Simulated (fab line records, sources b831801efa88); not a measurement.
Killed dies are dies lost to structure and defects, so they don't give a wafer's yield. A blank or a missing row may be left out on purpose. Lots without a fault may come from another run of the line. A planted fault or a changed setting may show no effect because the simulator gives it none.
fab line records | flow sfq_line
record lots=14 wafers=42 last_day=92
route steps=325 shown L0@3 M1@68 I5@235 M7@294
lots that met no fault: from a run of the same line without faults
start_h: hours from the record's first day to the start of the lot's first wafer shown | wait_h: hours since the lot's step before | " the same as in the row above | L1.1+2: a row that stands for several wafers | - no value, or no start given | * or withheld: withheld | < > ~ a bound
route shown NAME@n: a module of which the file shows steps, and the number in the route of the first | usual: mean/standard deviation of fault-free wafers | same: alike in all rows | chamber/n: place in a boat | sites: the reading at each site | _std_site: their standard deviation | _edge_site: outer sites' mean less inner sites' | radius_mm: how far each site lies from the wafer's centre | mask NAME#n: copy n | behind: the tool/chamber that last shaped the wafer | hold: why the lot was held/for how many hours/how that ended | device: the transistor (n, p or np) that didn't switch | end of line: the same wafers' tests at the end of the route | a step without rows: its recipe alone | killed: dies lost to structure and defects at the first sort, not the wafer's yield | map: a wafer's dies, x killed, . not, _ none there
set.NAME: the setting as run; set.NAME@STEP: as run at that earlier step | model.NAME: the simulator's own value behind a step, which no gauge read
steps of the route over a sample of lots; a table a step, a row a wafer
services: from which hour (start_h, from the record's first day; less than 0 if before it) a tool's chamber was out of use, for how many hours, and why
## steps
# step SFQ_TRILAYER_L0_DEP_SPUTTER_003
# recipe material=MoNx_KI base_pressure_pa=1.33e-06 target_thk_nm=40 power_w=800 time_s=100 chamber_pressure_pa=0.4
# usual throttle_valve_pct=30.3/1.2
# columns lot.wafer tool chamber start_h wait_h throttle_valve_pct
L414.4 pvd_sputter-06 - 12.49 0.0 31.6
L414.5 " - " " 29.6
L414.6 " - " " 31.5
L415.1 pvd_sputter-06 - 17.49 0.0 31.3
L415.2 " - " " 30.2
L415.5 " - " " 29.4
L416.1 pvd_sputter-05 - 22.49 0.0 28.2
L416.3 " - " " 31.4
L416.4 " - " " 31.0
L418.1 pvd_sputter-06 - 32.49 0.0 30.1
L418.4 " - " " 29.3
L418.5 " - " " 31.8
L419.2 pvd_sputter-06 - 37.49 0.0 30.3
L419.4 " - " " 30.6
L419.5 " - " " 30.8
L420.1 pvd_sputter-04 - 42.49 0.0 30.0
L420.3 " - " " 30.0
L420.5 " - " " 27.3
L421.1 pvd_sputter-05 - 47.49 0.0 31.1
L421.2 " - " " 28.1
L421.4 " - " " 31.3
L422.2 pvd_sputter-06 - 52.49 0.0 30.1
L422.4 " - " " 31.5
L422.5 " - " " 30.6
L424.2 pvd_sputter-06 - 62.49 0.0 30.7
L424.3 " - " " 30.4
L424.5 " - " " 29.5
L425.1 pvd_sputter-05 - 67.49 0.0 31.4
L425.3 " - " " 31.6
L425.4 " - " " 28.3
L432.3 pvd_sputter-04 - 102.49 0.0 30.0
L432.4 " - " " 30.0
L432.5 " - " " 29.6
L433.1 pvd_sputter-05 - 107.49 0.0 31.6
L433.2 " - " " 30.9
L433.6 " - " " 28.1
L436.1 pvd_sputter-04 - 122.49 0.0 30.0
L436.2 " - " " 27.1
L436.6 " - " " 27.2
L437.1 pvd_sputter-05 - 127.49 0.0 31.4
L437.2 " - " " 28.1
L437.6 " - " " 31.3
# step SFQ_L0_RS_MEAS_901
# recipe thk_meas_gauge=four-point-probe reads=MoNx_KI_of_TRILAYER_L0_DEP_SPUTTER_003
# usual L0_MONX_KI_RS=43.5/0.38
# columns lot.wafer tool chamber start_h wait_h L0_MONX_KI_RS[ohm/sq]
L414.4 film_metro-04 - 12.62 0.1 43.8
L414.5 " - " " 43.3
L414.6 " - " " 43.8
L415.1 film_metro-04 - 17.56 0.0 44.6
L415.2 " - " " 43.8
L415.5 " - " " 43.9
L416.1 film_metro-02 - 22.56 0.0 43.6
L416.3 " - " " 43.2
L416.4 " - " " 44.0
L418.1 film_metro-03 - 32.56 0.0 42.9
L418.4 " - " " 43.3
L418.5 " - " " 44.5
L419.2 film_metro-02 - 37.58 0.1 42.6
L419.4 " - " " 42.9
L419.5 " - " " 43.4
L420.1 film_metro-02 - 42.56 0.0 43.9
L420.3 " - " " 43.4
L420.5 " - " " 43.4
L421.1 film_metro-03 - 47.56 0.0 43.2
L421.2 " - " " 43.1
L421.4 " - " " 43.5
L422.2 film_metro-04 - 52.58 0.1 87.0
L422.4 " - " " 43.6
L422.5 " - " " 43.9
L424.2 film_metro-02 - 62.58 0.1 86.1
L424.3 " - " " 42.7
L424.5 " - " " 43.1
L425.1 film_metro-03 - 67.56 0.0 43.8
L425.3 " - " " 43.2
L425.4 " - " " 43.6
L432.3 film_metro-04 - 102.60 0.1 44.0
L432.4 " - " " 44.0
L432.5 " - " " 43.7
L433.1 film_metro-04 - 107.56 0.0 42.9
L433.2 " - " " 43.2
L433.6 " - " " 43.2
L436.1 film_metro-04 - 122.56 0.0 43.9
L436.2 " - " " 44.1
L436.6 " - " " 44.7
L437.1 film_metro-03 - 127.56 0.0 43.8
L437.2 " - " " 43.5
L437.6 " - " " 43.7
# step SFQ_L0_THK_MEAS_902
# recipe thk_meas_gauge=xrf reads=MoNx_KI_of_TRILAYER_L0_DEP_SPUTTER_003
# usual L0_MONX_KI_THK=40.3/0.36
# columns lot.wafer tool chamber start_h wait_h L0_MONX_KI_THK[nm]
L414.4 film_metro-04 - 12.71 0.1 40.3
L414.5 " - " " 40.9
L414.6 " - " " 39.9
L415.1 film_metro-04 - 17.68 0.1 39.2
L415.2 " - " " 40.1
L415.5 " - " " 39.7
L416.1 film_metro-02 - 22.68 0.1 39.9
L416.3 " - " " 40.5
L416.4 " - " " 40.0
L418.1 film_metro-03 - 32.68 0.1 41.0
L418.4 " - " " 40.6
L418.5 " - " " 39.3
L419.2 film_metro-02 - 37.69 0.1 41.1
L419.4 " - " " 40.7
L419.5 " - " " 40.6
L420.1 film_metro-02 - 42.68 0.1 40.0
L420.3 " - " " 40.4
L420.5 " - " " 40.4
L421.1 film_metro-03 - 47.68 0.1 40.5
L421.2 " - " " 40.7
L421.4 " - " " 40.1
L422.2 film_metro-04 - 52.69 0.1 20.1
L422.4 " - " " 40.2
L422.5 " - " " 40.0
L424.2 film_metro-02 - 62.69 0.1 20.4
L424.3 " - " " 41.0
L424.5 " - " " 40.6
L425.1 film_metro-03 - 67.68 0.1 40.1
L425.3 " - " " 40.5
L425.4 " - " " 40.2
L432.3 film_metro-04 - 102.70 0.1 40.1
L432.4 " - " " 39.7
L432.5 " - " " 40.1
L433.1 film_metro-04 - 107.68 0.1 40.9
L433.2 " - " " 40.6
L433.6 " - " " 40.9
L436.1 film_metro-04 - 122.68 0.1 40.2
L436.2 " - " " 39.9
L436.6 " - " " 39.4
L437.1 film_metro-03 - 127.68 0.1 40.0
L437.2 " - " " 40.4
L437.6 " - " " 40.1
# step SFQ_TRILAYER_L0_ETCH_METAL_ETCH_008
# recipe target=MoNx_KI stop_on=SiO2 mask_material=PR chemistry=SF6/O2 target_depth_nm=50 icp_w=600 bias_w=80 pressure_mtorr=10 time_s=25
# usual drypump_motor_current_A=5.5/0.31 oes_product_au=0.874/0.006
# columns lot.wafer tool chamber start_h wait_h drypump_motor_current_A oes_product_au rf_hours_counter_h
L414.4 rie_metal-03 1 73.84 0.0 5.2 0.869 -
L414.5 " 0 " " 5.9 0.882 -
L414.6 " 1 " " 5.1 0.873 -
L415.1 rie_metal-03 0 79.83 0.0 5.9 0.867 23
L415.2 " 1 " " 5.2 0.870 2
L415.5 " 1 " " 5.1 0.872 -
L416.1 rie_metal-01 0 88.23 0.0 5.3 0.870 159
L416.3 " 1 " " 6.0 0.871 -
L416.4 " 0 " " 5.3 0.866 -
L418.1 rie_metal-03 1 99.03 0.0 5.1 0.882 5
L418.4 " 0 " " 5.9 0.875 -
L418.5 " 0 " " 5.9 0.867 -
L419.2 rie_metal-03 0 103.83 0.0 5.9 0.887 26
L419.4 " 1 " " 5.1 0.881 -
L419.5 " 0 " " 5.9 0.873 -
L420.1 rie_metal-01 1 112.23 0.0 6.0 0.864 168
L420.3 " 0 " " 5.3 0.876 -
L420.5 " 1 " " 6.0 0.872 -
L421.1 rie_metal-04 0 123.07 0.1 5.4 0.879 90
L421.2 " 0 " " 5.4 0.876 -
L421.4 " 0 " " 5.4 0.877 -
L422.2 rie_metal-01 0 130.21 0.0 5.3 0.627 164
L422.4 " 0 " " 5.3 0.868 -
L422.5 " 0 " " 5.3 0.871 -
L424.2 rie_metal-03 0 141.01 0.0 5.9 0.635 33
L424.3 " 1 " " 5.2 0.884 -
L424.5 " 1 " " 5.2 0.879 -
L425.1 rie_metal-04 1 145.99 0.1 5.5 0.865 36
L425.3 " 1 " " 5.5 0.876 -
L425.4 " 1 " " 5.5 0.873 -
L432.3 rie_metal-04 1 197.45 0.0 5.5 0.868 -
L432.4 " 0 " " 5.4 0.864 -
L432.5 " 0 " " 5.4 0.871 -
L433.1 rie_metal-03 1 201.03 0.0 5.2 0.882 23
L433.2 " 0 " " 5.9 0.879 44
L433.6 " 1 " " 5.2 0.881 -
L436.1 rie_metal-03 1 216.63 0.0 5.2 0.866 27
L436.2 " 0 " " 5.9 0.873 48
L436.6 " 0 " " 5.9 0.870 -
L437.1 rie_metal-03 1 222.69 0.1 5.1 0.871 28
L437.2 " 1 " " 5.1 0.871 -
L437.6 " 1 " " 5.2 0.872 -
# step SFQ_M1_OVL_MEAS_911
# usual M1_OVL=1/5
# columns lot.wafer tool chamber start_h wait_h M1_OVL[nm]
L414.4 overlay-01 - 423.53 0.1 3
L414.5 " - " " -3
L414.6 " - " " -3
L415.1 overlay-01 - 428.44 0.1 -12
L415.2 " - " " -8
L415.5 " - " " -4
L416.1 overlay-02 - 434.44 0.1 9
L416.3 " - " " 6
L416.4 " - " " 7
L418.1 overlay-01 - 471.77 0.1 -6
L418.4 " - " " 0
L418.5 " - " " -5
L419.2 overlay-01 - 477.78 0.1 -3
L419.4 " - " " -3
L419.5 " - " " -3
L420.1 overlay-01 - 481.37 0.1 8
L420.3 " - " " 7
L420.5 " - " " 3
L421.1 overlay-02 - 493.29 0.1 8
L421.2 " - " " 7
L421.4 " - " " 5
L422.2 overlay-02 - 505.65 0.1 1
L422.4 " - " " 2
L422.5 " - " " 1
L424.2 overlay-02 - 526.05 0.1 -3
L424.3 " - " " -3
L424.5 " - " " 0
L425.1 overlay-02 - 532.31 0.1 1
L425.3 " - " " 4
L425.4 " - " " 1
L432.3 overlay-02 - 636.97 0.1 1
L432.4 " - " " 7
L432.5 " - " " 4
L433.1 overlay-02 - 698.44 0.1 -5
L433.2 " - " " -4
L433.6 " - " " -5
L436.1 overlay-02 - 784.28 0.1 1
L436.2 " - " " 1
L436.6 " - " " 2
L437.1 overlay-01 - 804.80 0.1 0
L437.2 " - " " -7
L437.6 " - " " -8
# step SFQ_I5_OVL_MEAS_936
# usual I5_OVL=-3/5.7
# columns lot.wafer tool chamber start_h wait_h I5_OVL[nm]
L414.4 overlay-02 - 1642.29 0.1 -1
L414.5 " - " " -8
L414.6 " - " " -4
L415.1 overlay-02 - 1645.88 0.1 -6
L415.2 " - " " 0
L415.5 " - " " -5
L416.1 overlay-02 - 1647.08 0.1 -2
L416.3 " - " " 1
L416.4 " - " " -1
L418.1 overlay-02 - 1650.68 0.1 -5
L418.4 " - " " -3
L418.5 " - " " 1
L419.2 overlay-02 - 1651.88 0.1 -11
L419.4 " - " " -9
L419.5 " - " " -9
L420.1 overlay-02 - 1653.08 0.1 10
L420.3 " - " " 5
L420.5 " - " " 7
L421.1 overlay-02 - 1662.31 0.1 0
L421.2 " - " " 3
L421.4 " - " " 1
L422.2 overlay-02 - 1672.89 0.1 0
L422.4 " - " " -3
L422.5 " - " " -2
L424.2 overlay-02 - 1728.51 0.1 2
L424.3 " - " " 4
L424.5 " - " " 5
L425.1 overlay-01 - 1808.95 0.1 -4
L425.3 " - " " -4
L425.4 " - " " 0
L432.3 overlay-01 - 1858.33 0.1 -3
L432.4 " - " " -7
L432.5 " - " " -16
L433.1 overlay-01 - 1859.52 0.1 -5
L433.2 " - " " -8
L433.6 " - " " -5
L436.1 overlay-02 - 1882.25 0.1 1
L436.2 " - " " 7
L436.6 " - " " -1
L437.1 overlay-02 - 1885.85 0.1 -11
L437.2 " - " " -13
L437.6 " - " " -9
# step SFQ_TRILAYER_M7_STRIP_STRIP_181
# recipe gas=O2 power_w=200 platen_temp_c=40 overash_fraction=0.65 chemistry=O2 pressure_mtorr=50
# usual drypump_motor_current_A=5.7/0.39 oes_product_au=0.997/0.011
# columns lot.wafer tool chamber start_h wait_h drypump_motor_current_A oes_product_au rf_hours_counter_h
L414.4 rie_metal-02 1 1743.19 0.2 6.3 1.011 -
L414.5 " 1 " " 6.3 1.010 -
L414.6 " 0 " " 5.5 1.002 -
L415.1 rie_metal-02 0 1827.69 0.1 5.5 0.997 15
L415.2 " 1 " " 6.3 1.005 41
L415.5 " 1 " " 6.3 0.999 -
L416.1 rie_metal-02 0 1833.73 0.1 5.5 0.978 16
L416.3 " 1 " " 6.3 0.994 -
L416.4 " 0 " " 5.5 0.989 -
L418.1 rie_metal-01 1 1915.40 0.1 6.0 0.993 93
L418.4 " 1 " " 6.0 1.003 -
L418.5 " 1 " " 6.0 0.998 -
L419.2 rie_metal-02 1 1924.42 0.1 6.3 1.019 60
L419.4 " 1 " " 6.3 1.017 -
L419.5 " 1 " " 6.3 1.013 -
L420.1 rie_metal-02 0 1925.62 0.1 5.6 0.986 33
L420.3 " 0 " " 5.5 0.994 -
L420.5 " 0 " " 5.5 0.998 -
L421.1 rie_metal-04 1 2007.55 0.1 5.5 1.001 29
L421.2 " 0 " " 5.4 1.004 72
L421.4 " 1 " " 5.5 1.004 -
L422.2 rie_metal-02 0 2013.67 0.1 5.5 1.011 40
L422.4 " 0 " " 5.5 1.002 -
L422.5 " 1 " " 6.3 0.986 -
L424.2 rie_metal-04 0 2022.07 0.1 5.4 1.009 73
L424.3 " 0 " " 5.4 1.013 -
L424.5 " 1 " " 5.5 1.001 -
L425.1 rie_metal-04 0 2080.87 0.1 5.4 1.003 80
L425.3 " 1 " " 5.5 1.003 -
L425.4 " 0 " " 5.4 1.006 -
L432.3 rie_metal-02 1 2100.72 0.2 6.3 0.999 -
L432.4 " 0 " " 5.5 0.992 -
L432.5 " 1 " " 6.3 1.003 -
L433.1 rie_metal-02 1 2105.32 0.1 6.3 0.998 81
L433.2 " 0 " " 5.5 0.998 50
L433.6 " 1 " " 6.3 1.008 -
L436.1 rie_metal-02 1 2114.92 0.1 6.3 0.997 82
L436.2 " 0 " " 5.5 0.984 51
L436.6 " 0 " " 5.5 0.985 -
L437.1 rie_metal-01 1 2116.12 0.1 6.0 1.013 115
L437.2 " 0 " " 5.3 0.987 112
L437.6 " 0 " " 5.3 0.987 -
## services
# columns tool chamber start_h hours kind
rie_metal-03 0 143.24 1.1 repair
rie_metal-03 - 170.82 1.0 repair
rie_metal-02 0 200.33 9.1 repair
rie_metal-03 0 220.16 9.1 repair
rie_metal-02 1 399.90 3.4 repair
rie_metal-03 - 440.95 0.4 repair
rie_metal-02 - 442.12 2.4 repair
rie_metal-02 - 485.92 2.8 pm
rie_metal-03 - 498.78 4.6 repair
rie_metal-02 - 635.69 0.6 repair
rie_metal-02 - 783.36 0.5 repair
rie_metal-02 0 978.11 22.8 repair
rie_metal-02 - 1036.35 2.0 repair
rie_metal-02 1 1188.84 15.4 repair
rie_metal-02 - 1281.98 1.4 pm
rie_metal-02 - 1292.12 1.8 repair
rie_metal-02 - 1451.27 0.7 repair
rie_metal-02 - 1585.15 2.8 pm
rie_metal-02 1 1615.20 3.7 repair
rie_metal-02 - 1851.52 1.2 repair
rie_metal-02 0 1911.90 3.8 repair
rie_metal-02 0 1945.48 14.1 repair
rie_metal-02 - 1955.64 28.1 pm
rie_metal-02 - 1984.01 2.4 repair
## key
first_sign step=SFQ_L0_RS_MEAS_901 reading=L0_MONX_KI_RS direction=up sigmas=99+ usual=43.5 struck=86.6
effect step=SFQ_L0_THK_MEAS_902 reading=L0_MONX_KI_THK direction=down sigmas=56 usual=40.3 struck=20.3
effect step=SFQ_TRILAYER_L0_ETCH_METAL_ETCH_008 reading=oes_product_au direction=down sigmas=40 usual=0.874 struck=0.631
met_at SFQ_TRILAYER_L0_DEP_SPUTTER_003
struck_lots L422,L424
struck_wafers L422.2,L424.2
not_acting_at SFQ_M1_OVL_MEAS_911,SFQ_I5_OVL_MEAS_936,SFQ_TRILAYER_M7_STRIP_STRIP_181
onset_between 37.49 52.49
fault kind=process_parameter_drift tool=pvd_sputter-06 chamber=- onset_h=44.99 steps=SFQ_TRILAYER_L0_DEP_SPUTTER_003 channel=target_thk_nm offset=-20.127 shape=step end_h=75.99 scope=struck_wafers_only acts_in=these_recipes_only stated=40
